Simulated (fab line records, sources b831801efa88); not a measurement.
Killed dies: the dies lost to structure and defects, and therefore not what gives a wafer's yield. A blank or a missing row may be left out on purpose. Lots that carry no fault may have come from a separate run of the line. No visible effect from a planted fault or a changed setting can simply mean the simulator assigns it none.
fab line records | flow gf180mcu
record lots=5 | wafers=15 | lastDay=33
route steps=602 shown V4@480
lots untouched by any fault: they come from a run of this same line in which no faults occurred
startH: hours from the record's first day to the start of the lot's first wafer shown | waitH: hours elapsed since this lot's preceding step | " identical to the entry in the row above | L1.1+2: several wafers, shown together as one row | - no value, or no start given | * or withheld: withheld | < > ~ a bound
route shown NAME@n: names a module that has steps shown in the file, with the first one's number in the route | usual: mean/standard deviation taken from wafers without a fault | same: alike in all rows | chamber/n: place in a boat | sites: the reading at each site | _std_site: how widely they spread, as a standard deviation | _edge_site: the outer-site mean with the inner-site mean subtracted | radiusMm: how far each site lies from the wafer's centre | mask NAME#n: copy n | behind: tool/chamber where the wafer was last shaped | hold: what put the lot on hold/how long, in hours/how the hold closed | device: the transistor (n, p or np) that didn't switch | end of line: tests run on the same wafers once the route is complete | a step given without rows: its recipe and nothing more | killed: dies lost to structure and defects at the first sort, not the wafer's yield | map: the dies of a wafer, with x for killed, . for not killed, _ for no die there
set.NAME: setting as actually run; set.NAME@STEP: the setting as run at that earlier step | model.NAME: the simulator's own value behind a step, which no gauge read
lots at some steps of the route; a table a step, a row a wafer
services: a tool's chamber out of use, with start hour (startH, from the record's first day; less than 0 if before it), hours out, and reason
## steps
# step GF_V4_CMP_04
# recipe material=SiO2 | downForcePsi=4 | platenRpm=60 | padVelocityMS=0.94248
# usual motorCurrentA=12.7/1.6 | timeToEndpointS=81/5
lot.wafer | tool   | chamber | startH | waitH | motorCurrentA | timeToEndpointS
L075.4    | cmp-02 | 1       | 538.82 | 0.0   | 13.4          | 73
L075.3    | "      | 2       | "      | "     | 14.8          | 73
L075.1    | "      | 3       | "      | "     | 9.8           | 68
L084.2    | cmp-01 | 3       | 622.89 | 0.0   | 11.5          | 86
L084.3    | "      | 0       | "      | "     | 14.5          | 82
L084.5    | "      | 3       | "      | "     | 11.6          | 90
L087.2    | cmp-01 | 0       | 647.16 | 0.0   | 15.0          | 76
L087.3    | "      | 2       | "      | "     | 13.8          | 78
L087.4    | "      | 3       | "      | "     | 12.0          | 84
L090.3    | cmp-02 | 1       | 673.76 | 0.2   | 13.5          | 81
L090.6    | "      | 2       | "      | "     | 14.4          | 91
L090.5    | "      | 3       | "      | "     | 9.2           | 82
L094.3    | cmp-02 | 3       | 690.47 | 0.5   | 9.9           | 79
L094.4    | "      | 0       | "      | "     | 12.4          | 85
L094.2    | "      | 1       | "      | "     | 13.8          | 80
# step GF_V4_BOW_MEAS_05
# recipe mode=bow
# usual V4_BOW=135/9.8
lot.wafer | tool         | chamber | startH | waitH | V4_BOW[um]
L075.1    | filmMetro-04 | -       | 539.12 | 0.1   | 130
L075.3    | "            | -       | "      | "     | 133
L075.4    | "            | -       | "      | "     | 133
L084.2    | filmMetro-03 | -       | 623.21 | 0.3   | 142
L084.3    | "            | -       | "      | "     | 150
L084.5    | "            | -       | "      | "     | 154
L087.2    | filmMetro-03 | -       | 647.48 | 0.3   | 139
L087.3    | "            | -       | "      | "     | 130
L087.4    | "            | -       | "      | "     | 126
L090.3    | filmMetro-04 | -       | 673.95 | 0.1   | 116
L090.5    | "            | -       | "      | "     | 119
L090.6    | "            | -       | "      | "     | 134
L094.2    | filmMetro-02 | -       | 690.79 | 0.2   | 142
L094.3    | "            | -       | "      | "     | 128
L094.4    | "            | -       | "      | "     | 148
# step GF_V4_DEHYDRATE_06
# recipe tempC=200 | timeS=60
# usual chillPlateTempC=23.03/0.1 | exhaustPa=44.9/0.83
lot.wafer | tool          | chamber | startH | waitH | chillPlateTempC | exhaustPa
L075.1    | lithoTrack-04 | 0       | 549.69 | 10.6  | 23.15           | 44.5
L075.3    | "             | 0       | "      | "     | 23.10           | 44.2
L075.4    | "             | 0       | "      | "     | 23.05           | 45.2
L084.2    | lithoTrack-02 | 0       | 632.75 | 9.5   | 23.08           | 47.0
L084.3    | "             | 0       | "      | "     | 23.04           | 44.4
L084.5    | "             | 0       | "      | "     | 23.15           | 46.0
L087.2    | lithoTrack-04 | 0       | 657.06 | 9.6   | 23.18           | 44.7
L087.3    | "             | 0       | "      | "     | 23.04           | 43.2
L087.4    | "             | 0       | "      | "     | 23.03           | 45.6
L090.3    | lithoTrack-01 | 0       | 682.33 | 8.4   | 23.05           | 46.0
L090.5    | "             | 0       | "      | "     | 23.07           | 43.5
L090.6    | "             | 0       | "      | "     | 22.94           | 44.4
L094.2    | lithoTrack-04 | 0       | 699.41 | 8.6   | 23.18           | 46.3
L094.3    | "             | 0       | "      | "     | 23.16           | 45.5
L094.4    | "             | 0       | "      | "     | 23.13           | 45.3
# step GF_V4_HMDS_07
# recipe primeTimeS=60 | primeTempC=120
# usual chillPlateTempC=22.98/0.099 | exhaustPa=45.1/0.8
lot.wafer | tool          | chamber | startH | waitH | chillPlateTempC | exhaustPa
L075.1    | lithoTrack-04 | 0       | 549.84 | 0.1   | 23.21           | 45.4
L075.3    | "             | 0       | "      | "     | 23.11           | 45.5
L075.4    | "             | 0       | "      | "     | 23.22           | 43.5
L084.2    | lithoTrack-02 | 0       | 632.90 | 0.1   | 23.15           | 44.7
L084.3    | "             | 0       | "      | "     | 23.10           | 45.0
L084.5    | "             | 0       | "      | "     | 22.84           | 45.0
L087.2    | lithoTrack-04 | 0       | 657.21 | 0.1   | 23.24           | 43.4
L087.3    | "             | 0       | "      | "     | 23.07           | 44.0
L087.4    | "             | 0       | "      | "     | 22.93           | 45.6
L090.3    | lithoTrack-01 | 0       | 682.48 | 0.1   | 23.08           | 44.3
L090.5    | "             | 0       | "      | "     | 22.89           | 44.7
L090.6    | "             | 0       | "      | "     | 22.97           | 45.0
L094.2    | lithoTrack-04 | 0       | 699.56 | 0.1   | 22.98           | 45.7
L094.3    | "             | 0       | "      | "     | 22.89           | 44.8
L094.4    | "             | 0       | "      | "     | 22.90           | 45.0
# step GF_V4_COAT_08
# recipe resist=BARC | tempC=withheld | timeS=withheld | spinRpm=withheld | resistThkNm=withheld
# usual chillPlateTempC=* | exhaustPa=45.1/0.95
lot.wafer | tool          | chamber | startH | waitH | chillPlateTempC | exhaustPa
L075.1    | lithoTrack-04 | 0       | 549.99 | 0.1   | *               | 44.2
L075.3    | "             | 0       | "      | "     | *               | 45.0
L075.4    | "             | 0       | "      | "     | *               | 44.1
L084.2    | lithoTrack-02 | 0       | 633.05 | 0.1   | *               | 45.2
L084.3    | "             | 0       | "      | "     | *               | 44.8
L084.5    | "             | 0       | "      | "     | *               | 45.5
L087.2    | lithoTrack-04 | 0       | 657.36 | 0.1   | *               | 43.6
L087.3    | "             | 0       | "      | "     | *               | 44.7
L087.4    | "             | 0       | "      | "     | *               | 44.8
L090.3    | lithoTrack-01 | 0       | 682.63 | 0.1   | *               | 45.5
L090.5    | "             | 0       | "      | "     | *               | 45.8
L090.6    | "             | 0       | "      | "     | *               | 44.5
L094.2    | lithoTrack-04 | 0       | 699.71 | 0.1   | *               | 45.1
L094.3    | "             | 0       | "      | "     | *               | 46.3
L094.4    | "             | 0       | "      | "     | *               | 45.0
# step GF_V4_COAT_09
# recipe resist=KrF | spinRpm=withheld | resistThkNm=1000
# usual chillPlateTempC=23.00/0.1 | exhaustPa=45.1/0.87
lot.wafer | tool          | chamber | startH | waitH | chillPlateTempC | exhaustPa
L075.1    | lithoTrack-04 | 0       | -      | -     | 23.05           | 44.4
L075.3    | "             | 0       | "      | "     | 22.87           | 45.9
L075.4    | "             | 0       | "      | "     | 22.88           | 45.7
L084.2    | lithoTrack-02 | 0       | -      | -     | 22.86           | 44.7
L084.3    | "             | 0       | "      | "     | 23.07           | 44.4
L084.5    | "             | 0       | "      | "     | 23.09           | 44.4
L087.2    | lithoTrack-04 | 0       | -      | -     | 22.92           | 44.8
L087.3    | "             | 0       | "      | "     | 23.02           | 44.9
L087.4    | "             | 0       | "      | "     | 23.08           | 44.8
L090.3    | lithoTrack-01 | 0       | -      | -     | 23.00           | 46.4
L090.5    | "             | 0       | "      | "     | 22.91           | 46.0
L090.6    | "             | 0       | "      | "     | 22.92           | 46.6
L094.2    | lithoTrack-04 | 0       | -      | -     | 23.23           | 43.5
L094.3    | "             | 0       | "      | "     | 23.18           | 44.7
L094.4    | "             | 0       | "      | "     | 23.07           | 44.2
# step GF_V4_SOFTBAKE_10
# recipe tempC=130 | timeS=60 | resist=KrF
# usual chillPlateTempC=22.99/0.1 | exhaustPa=45.0/0.82
lot.wafer | tool          | chamber | startH | waitH | chillPlateTempC | exhaustPa
L075.1    | lithoTrack-04 | 0       | -      | -     | 23.19           | 45.6
L075.3    | "             | 0       | "      | "     | 23.10           | 45.7
L075.4    | "             | 0       | "      | "     | 22.99           | 46.9
L084.2    | lithoTrack-02 | 0       | -      | -     | 22.90           | 45.9
L084.3    | "             | 0       | "      | "     | 23.01           | 44.3
L084.5    | "             | 0       | "      | "     | 23.07           | 45.8
L087.2    | lithoTrack-04 | 0       | -      | -     | 23.14           | 43.8
L087.3    | "             | 0       | "      | "     | 23.15           | 45.2
L087.4    | "             | 0       | "      | "     | 22.99           | 45.0
L090.3    | lithoTrack-01 | 0       | -      | -     | 23.13           | 44.3
L090.5    | "             | 0       | "      | "     | 23.03           | 44.8
L090.6    | "             | 0       | "      | "     | 23.06           | 45.2
L094.2    | lithoTrack-04 | 0       | -      | -     | 22.94           | 45.3
L094.3    | "             | 0       | "      | "     | 22.92           | 44.6
L094.4    | "             | 0       | "      | "     | 22.96           | 44.8
# step GF_V4_EXPOSE_11
# recipe maskId=Via4 | targetCdNm=260 | na=0.68 | sourceShape=conventional | sigmaOuter=0.6 | doseMj=38
lot.wafer  | tool          | chamber | startH | waitH | mask
L075.1+3+4 | krfScanner-02 | 0       | -      | -     | Via4#0
L084.2+3+5 | krfScanner-02 | 0       | -      | -     | Via4#0
L087.2+3+4 | krfScanner-02 | 0       | -      | -     | Via4#0
L090.3+5+6 | krfScanner-01 | 0       | -      | -     | Via4#0
L094.2+3+4 | krfScanner-02 | 0       | -      | -     | Via4#0
# step GF_V4_PEB_12
# recipe pebTempC=135 | pebTimeS=90 | resist=KrF
# usual chillPlateTempC=22.99/0.1 | exhaustPa=44.9/0.92
lot.wafer | tool          | chamber | startH | waitH | chillPlateTempC | exhaustPa
L075.1    | lithoTrack-04 | 0       | -      | -     | 22.98           | 45.9
L075.3    | "             | 0       | "      | "     | 23.02           | 44.8
L075.4    | "             | 0       | "      | "     | 22.87           | 45.0
L084.2    | lithoTrack-04 | 0       | -      | -     | 23.11           | 42.6
L084.3    | "             | 0       | "      | "     | 23.04           | 43.6
L084.5    | "             | 0       | "      | "     | 23.16           | 44.4
L087.2    | lithoTrack-01 | 0       | -      | -     | 23.05           | 44.7
L087.3    | "             | 0       | "      | "     | 22.97           | 46.6
L087.4    | "             | 0       | "      | "     | 23.07           | 46.6
L090.3    | lithoTrack-04 | 0       | -      | -     | 23.21           | 45.0
L090.5    | "             | 0       | "      | "     | 22.96           | 45.6
L090.6    | "             | 0       | "      | "     | 23.04           | 44.3
L094.2    | lithoTrack-01 | 0       | -      | -     | 22.79           | 45.4
L094.3    | "             | 0       | "      | "     | 23.00           | 45.6
L094.4    | "             | 0       | "      | "     | 22.87           | 45.7
# step GF_V4_DEVELOP_13
# recipe developTimeS=60 | resist=KrF | devTempC=21
# usual chillPlateTempC=23.00/0.1 | exhaustPa=45.0/0.91
lot.wafer | tool          | chamber | startH | waitH | chillPlateTempC | exhaustPa
L075.1    | lithoTrack-04 | 0       | 561.04 | 0.2   | 22.87           | 46.1
L075.3    | "             | 0       | "      | "     | 23.04           | 46.3
L075.4    | "             | 0       | "      | "     | 22.85           | 47.2
L084.2    | lithoTrack-04 | 0       | 643.11 | 0.2   | 22.96           | 45.6
L084.3    | "             | 0       | "      | "     | 23.07           | 47.2
L084.5    | "             | 0       | "      | "     | 22.73           | 46.1
L087.2    | lithoTrack-01 | 0       | 666.96 | 0.2   | 22.87           | 44.7
L087.3    | "             | 0       | "      | "     | 22.89           | 44.0
L087.4    | "             | 0       | "      | "     | 22.94           | 44.0
L090.3    | lithoTrack-04 | 0       | 691.94 | 0.1   | 23.03           | 44.9
L090.5    | "             | 0       | "      | "     | 23.15           | 45.2
L090.6    | "             | 0       | "      | "     | 23.12           | 44.2
L094.2    | lithoTrack-01 | 0       | 709.06 | 0.2   | 23.04           | 45.7
L094.3    | "             | 0       | "      | "     | 22.94           | 44.9
L094.4    | "             | 0       | "      | "     | 22.96           | 46.7
# step GF_V4_CD_MEAS_14
# recipe targetCdNm=260
# usual cdNm=259.9/1
lot.wafer | tool     | chamber | startH | waitH | cdNm
L075.1    | cdSem-02 | -       | 561.19 | 0.1   | 259.3
L075.3    | "        | -       | "      | "     | 259.3
L075.4    | "        | -       | "      | "     | 260.4
L084.2    | cdSem-02 | -       | 643.26 | 0.1   | 261.8
L084.3    | "        | -       | "      | "     | 261.2
L084.5    | "        | -       | "      | "     | 261.9
L087.2    | cdSem-02 | -       | 667.10 | 0.1   | 260.1
L087.3    | "        | -       | "      | "     | 259.8
L087.4    | "        | -       | "      | "     | 260.6
L090.3    | cdSem-02 | -       | 692.08 | 0.1   | 260.4
L090.5    | "        | -       | "      | "     | 259.8
L090.6    | "        | -       | "      | "     | 258.9
L094.2    | cdSem-02 | -       | 709.20 | 0.1   | 259.0
L094.3    | "        | -       | "      | "     | 259.1
L094.4    | "        | -       | "      | "     | 259.7
# step GF_V4_OVL_MEAS_15
# usual V4_OVL=-3/5.6
lot.wafer | tool       | chamber | startH | waitH | V4_OVL[nm]
L075.1    | overlay-01 | -       | 561.31 | 0.1   | -12
L075.3    | "          | -       | "      | "     | -8
L075.4    | "          | -       | "      | "     | 0
L084.2    | overlay-02 | -       | 643.37 | 0.1   | 13
L084.3    | "          | -       | "      | "     | 7
L084.5    | "          | -       | "      | "     | 2
L087.2    | overlay-02 | -       | 667.21 | 0.1   | 4
L087.3    | "          | -       | "      | "     | 4
L087.4    | "          | -       | "      | "     | 6
L090.3    | overlay-01 | -       | 692.17 | 0.1   | -11
L090.5    | "          | -       | "      | "     | -7
L090.6    | "          | -       | "      | "     | -10
L094.2    | overlay-01 | -       | 709.31 | 0.1   | -9
L094.3    | "          | -       | "      | "     | -10
L094.4    | "          | -       | "      | "     | -11
# step GF_V4_ETCH_16
# recipe chemistry=N2/H2 | targetDepthA=withheld | overetchA=withheld | timeS=withheld | target=BARC | ionEnergyEv=200 | sourceW=500 | biasW=100 | pressureMtorr=30 | n2FlowSccm=100 | h2FlowSccm=200
# usual drypumpMotorCurrentA=5.5/0.49 | oesProductAu=0.855/0.0049 | throttleValvePct=13.225/0.0084
lot.wafer | tool       | chamber | startH | waitH | drypumpMotorCurrentA | oesProductAu | throttleValvePct
L075.1    | rieDiel-01 | 0       | 561.35 | 0.0   | 4.9                  | 0.862        | 13.231
L075.3    | "          | 2       | "      | "     | 5.7                  | 0.854        | 13.216
L075.4    | "          | 0       | "      | "     | 4.9                  | 0.846        | 13.232
L084.2    | rieDiel-01 | 0       | 643.40 | 0.0   | 4.9                  | 0.857        | 13.220
L084.3    | "          | 1       | "      | "     | 6.6                  | 0.851        | 13.226
L084.5    | "          | 1       | "      | "     | 6.6                  | 0.854        | 13.211
L087.2    | rieDiel-02 | 2       | 667.24 | 0.0   | 4.8                  | 0.848        | 13.230
L087.3    | "          | 3       | "      | "     | 5.4                  | 0.856        | 13.228
L087.4    | "          | 1       | "      | "     | 5.7                  | 0.849        | 13.217
L090.3    | rieDiel-03 | 1       | 692.19 | 0.0   | 5.5                  | 0.858        | 13.209
L090.5    | "          | 3       | "      | "     | 5.4                  | 0.850        | 13.230
L090.6    | "          | 0       | "      | "     | 5.0                  | 0.857        | 13.226
L094.2    | rieDiel-02 | 2       | 709.34 | 0.0   | 4.8                  | 0.840        | 13.205
L094.3    | "          | 0       | "      | "     | 5.8                  | 0.861        | 13.232
L094.4    | "          | 3       | "      | "     | 5.3                  | 0.854        | 13.230
# step GF_V4_ETCH_17
# recipe chemistry=C4F8/O2/Ar | maskMaterial=KrF | target=SiO2 | stopOn=TiN | sourceW=1500 | biasW=1200 | pressureMtorr=40 | c4f8FlowSccm=withheld | O2_flow_sccm=6 | Ar_flow_sccm=300 | timeS=withheld | targetDepthA=6300
# usual oesProductAu=0.856/0.0046
lot.wafer | tool       | chamber | startH | waitH | oesProductAu
L075.1    | rieDiel-01 | 0       | -      | -     | 0.857
L075.3    | "          | 2       | "      | "     | 0.860
L075.4    | "          | 0       | "      | "     | 0.858
L084.2    | rieDiel-01 | 0       | -      | -     | 0.855
L084.3    | "          | 1       | "      | "     | 0.857
L084.5    | "          | 1       | "      | "     | 0.865
L087.2    | rieDiel-02 | 2       | -      | -     | 0.855
L087.3    | "          | 3       | "      | "     | 0.861
L087.4    | "          | 1       | "      | "     | 0.848
L090.3    | rieDiel-03 | 1       | -      | -     | 0.856
L090.5    | "          | 3       | "      | "     | 0.859
L090.6    | "          | 0       | "      | "     | 0.860
L094.2    | rieDiel-02 | 2       | -      | -     | 0.860
L094.3    | "          | 0       | "      | "     | 0.852
L094.4    | "          | 3       | "      | "     | 0.860
# step GF_V4_STRIP_18
# recipe chemistry=O2/N2 | powerW=1400 | pressureMtorr=1500 | platenTempC=250 | o2FlowSccm=3000 | n2FlowSccm=300 | overashFraction=0.5
# usual drypumpMotorCurrentA=6.0/0.32 | heaterPowerW=326/23 | oesProductAu=0.592/0.0046
# same overashFraction=0.5
lot.wafer | tool           | chamber | startH | waitH | drypumpMotorCurrentA | heaterPowerW | oesProductAu | rfHoursCounterH
L075.1    | plasmaAsher-04 | 1       | 561.47 | -     | 6.2                  | 325          | 0.590        | 14
L075.3    | "              | 0       | "      | "     | 5.5                  | 315          | 0.595        | -
L075.4    | "              | 1       | "      | "     | 6.2                  | 334          | 0.586        | -
L084.2    | plasmaAsher-04 | 1       | 643.52 | -     | 6.2                  | 335          | 0.597        | 22
L084.3    | "              | 0       | "      | "     | 5.5                  | 322          | 0.589        | -
L084.5    | "              | 0       | "      | "     | 5.5                  | 318          | 0.592        | -
L087.2    | plasmaAsher-03 | 0       | 667.37 | -     | 6.1                  | 331          | 0.594        | 95
L087.3    | "              | 0       | "      | "     | 6.1                  | 329          | 0.593        | -
L087.4    | "              | 1       | "      | "     | 6.4                  | 287          | 0.584        | -
L090.3    | plasmaAsher-04 | 0       | 692.36 | -     | 5.5                  | 317          | 0.591        | -
L090.5    | "              | 0       | "      | "     | 5.5                  | 318          | 0.590        | -
L090.6    | "              | 1       | "      | "     | 6.2                  | 334          | 0.599        | -
L094.2    | plasmaAsher-03 | 1       | 709.47 | -     | 6.4                  | 279          | 0.594        | 99
L094.3    | "              | 1       | "      | "     | 6.4                  | 278          | 0.584        | -
L094.4    | "              | 0       | "      | "     | 6.2                  | 338          | 0.591        | -
# step GF_V4_STRIP_19
# recipe chemistry=postEtchResidueRemover | timeS=1200 | tempC=72.5
# usual bathHeatDutyPct=14.8/1.9
lot.wafer | tool        | chamber | startH | waitH | bathHeatDutyPct
L075.1    | wetBench-01 | 0       | 561.57 | 0.1   | 13.3
L075.3    | "           | 0       | "      | "     | 15.6
L075.4    | "           | 0       | "      | "     | 16.1
L084.2    | wetBench-02 | 1       | 643.62 | 0.1   | 13.3
L084.3    | "           | 1       | "      | "     | 13.6
L084.5    | "           | 1       | "      | "     | 13.9
L087.2    | wetBench-01 | 0       | 667.47 | 0.1   | 16.4
L087.3    | "           | 0       | "      | "     | 17.0
L087.4    | "           | 0       | "      | "     | 16.1
L090.3    | wetBench-02 | 0       | 692.42 | 0.0   | 13.0
L090.5    | "           | 0       | "      | "     | 12.8
L090.6    | "           | 0       | "      | "     | 13.3
L094.2    | wetBench-04 | 1       | 709.57 | 0.1   | 12.6
L094.3    | "           | 1       | "      | "     | 11.5
L094.4    | "           | 1       | "      | "     | 12.6
# step GF_V4_CLEAN_20
# recipe chemistry=DIW | dry=n2Spin
lot.wafer  | tool        | chamber | startH | waitH
L075.1+3+4 | wetBench-02 | 0       | 561.95 | 0.0
L084.2+3+5 | wetBench-01 | 0       | 644.00 | 0.0
L087.2+3+4 | wetBench-02 | 0       | 667.81 | 0.0
L090.3+5+6 | wetBench-04 | 2       | 692.77 | 0.0
L094.2+3+4 | wetBench-02 | 1       | 709.91 | 0.0
# step GF_V4_SPUTTER_21
# recipe material=Ti | targetThkNm=15 | chamberPressurePa=5 | powerW=2500 | substrateTempC=200 | timeS=80.02
# usual throttleValvePct=29.9/0.88
lot.wafer | tool          | chamber | startH | waitH | throttleValvePct
L075.1    | pvdSputter-01 | -       | 562.06 | 0.0   | 29.5
L075.3    | "             | -       | "      | "     | 30.2
L075.4    | "             | -       | "      | "     | 30.6
L084.2    | pvdSputter-02 | -       | 644.09 | 0.0   | 30.3
L084.3    | "             | -       | "      | "     | 27.7
L084.5    | "             | -       | "      | "     | 30.3
L087.2    | pvdSputter-03 | -       | 668.01 | 0.0   | 28.2
L087.3    | "             | -       | "      | "     | 30.7
L087.4    | "             | -       | "      | "     | 29.0
L090.3    | pvdSputter-01 | -       | 692.86 | 0.0   | 30.4
L090.5    | "             | -       | "      | "     | 30.5
L090.6    | "             | -       | "      | "     | 29.2
L094.2    | pvdSputter-03 | -       | 710.00 | 0.0   | 30.5
L094.3    | "             | -       | "      | "     | 28.3
L094.4    | "             | -       | "      | "     | 31.0
# step GF_V4_SPUTTER_22
# recipe material=TiN | targetThkNm=10 | chamberPressurePa=5 | powerW=4000 | timeS=40
# usual throttleValvePct=29.9/0.88
lot.wafer | tool          | chamber | startH | waitH | throttleValvePct
L075.1    | pvdSputter-01 | -       | 562.12 | 0.0   | 29.5
L075.3    | "             | -       | "      | "     | 29.8
L075.4    | "             | -       | "      | "     | 30.4
L084.2    | pvdSputter-02 | -       | 644.15 | 0.0   | 30.4
L084.3    | "             | -       | "      | "     | 28.1
L084.5    | "             | -       | "      | "     | 30.3
L087.2    | pvdSputter-03 | -       | 668.07 | 0.0   | 27.8
L087.3    | "             | -       | "      | "     | 30.6
L087.4    | "             | -       | "      | "     | 29.3
L090.3    | pvdSputter-01 | -       | 692.92 | 0.0   | 30.4
L090.5    | "             | -       | "      | "     | 30.2
L090.6    | "             | -       | "      | "     | 29.6
L094.2    | pvdSputter-03 | -       | 710.06 | 0.0   | 30.5
L094.3    | "             | -       | "      | "     | 28.3
L094.4    | "             | -       | "      | "     | 30.6
# step GF_V4_CVD_23
# recipe material=W | targetThkNm=350 | timeS=104.9 | tempC=400 | pressureTorr=40
# usual heaterPowerW=808/79
lot.wafer | tool    | chamber | startH | waitH | heaterPowerW
L075.1    | cvdW-02 | 0       | 562.16 | 0.0   | 773
L075.3    | "       | 1       | "      | "     | 908
L075.4    | "       | 0       | "      | "     | 764
L084.2    | cvdW-01 | 1       | 644.19 | 0.0   | 855
L084.3    | "       | 0       | "      | "     | 713
L084.5    | "       | 0       | "      | "     | 719
L087.2    | cvdW-01 | 1       | 668.11 | 0.0   | 862
L087.3    | "       | 0       | "      | "     | 704
L087.4    | "       | 1       | "      | "     | 875
L090.3    | cvdW-02 | 1       | 692.99 | 0.1   | 901
L090.5    | "       | 0       | "      | "     | 804
L090.6    | "       | 1       | "      | "     | 914
L094.2    | cvdW-01 | 0       | 710.10 | 0.0   | 728
L094.3    | "       | 0       | "      | "     | 723
L094.4    | "       | 1       | "      | "     | 870
# step GF_V4_RS_MEAS_24
# recipe thkMeasGauge=four-point-probe | reads=W_of_V4_CVD_23+TiN_of_V4_SPUTTER_22+Ti_of_V4_SPUTTER_21
# usual V4_W_RS=0.325/0.0033
lot.wafer | tool         | chamber | startH | waitH | V4_W_RS[ohm/sq]
L075.1    | filmMetro-02 | -       | 562.27 | 0.1   | 0.330
L075.3    | "            | -       | "      | "     | 0.327
L075.4    | "            | -       | "      | "     | 0.327
L084.2    | filmMetro-04 | -       | 644.32 | 0.1   | 0.324
L084.3    | "            | -       | "      | "     | 0.324
L084.5    | "            | -       | "      | "     | 0.326
L087.2    | filmMetro-04 | -       | 668.24 | 0.1   | 0.326
L087.3    | "            | -       | "      | "     | 0.325
L087.4    | "            | -       | "      | "     | 0.328
L090.3    | filmMetro-02 | -       | 693.11 | 0.1   | 0.325
L090.5    | "            | -       | "      | "     | 0.336
L090.6    | "            | -       | "      | "     | 0.330
L094.2    | filmMetro-04 | -       | 710.23 | 0.1   | 0.330
L094.3    | "            | -       | "      | "     | 0.326
L094.4    | "            | -       | "      | "     | 0.322
## services
tool           | chamber | startH | hours | kind
krfScanner-02  | -       | 516.77 | 1.4   | repair
plasmaAsher-04 | -       | 524.02 | 2.7   | repair
krfScanner-02  | -       | 527.30 | 1.0   | pm
krfScanner-02  | -       | 528.30 | 3.6   | pm
pvdSputter-01  | -       | 532.03 | 4.8   | repair
wetBench-01    | -       | 540.28 | 5.4   | repair
rieDiel-02     | 3       | 544.64 | 2.4   | repair
cmp-02         | -       | 544.92 | 6.2   | pm
krfScanner-02  | -       | 552.54 | 1.3   | pm
rieDiel-01     | 3       | 556.47 | 12.6  | repair
cmp-02         | -       | 566.19 | 4.7   | pm
krfScanner-02  | -       | 577.24 | 1.0   | repair
pvdSputter-03  | -       | 591.17 | 5.0   | repair
cvdW-01        | -       | 593.11 | 14.6  | pm
krfScanner-02  | -       | 601.75 | 0.8   | pm
wetBench-01    | -       | 609.44 | 10.9  | repair
wetBench-01    | -       | 611.71 | 4.6   | repair
krfScanner-02  | -       | 658.25 | 0.8   | pm
krfScanner-02  | -       | 671.76 | 0.8   | repair
rieDiel-01     | 2       | 689.19 | 13.5  | repair
krfScanner-02  | -       | 696.30 | 1.0   | pm
pvdSputter-01  | -       | 703.84 | 0.8   | repair
krfScanner-02  | -       | 705.24 | 4.4   | pm
rieDiel-02     | 1       | 709.25 | 7.3   | repair
## key
fault none
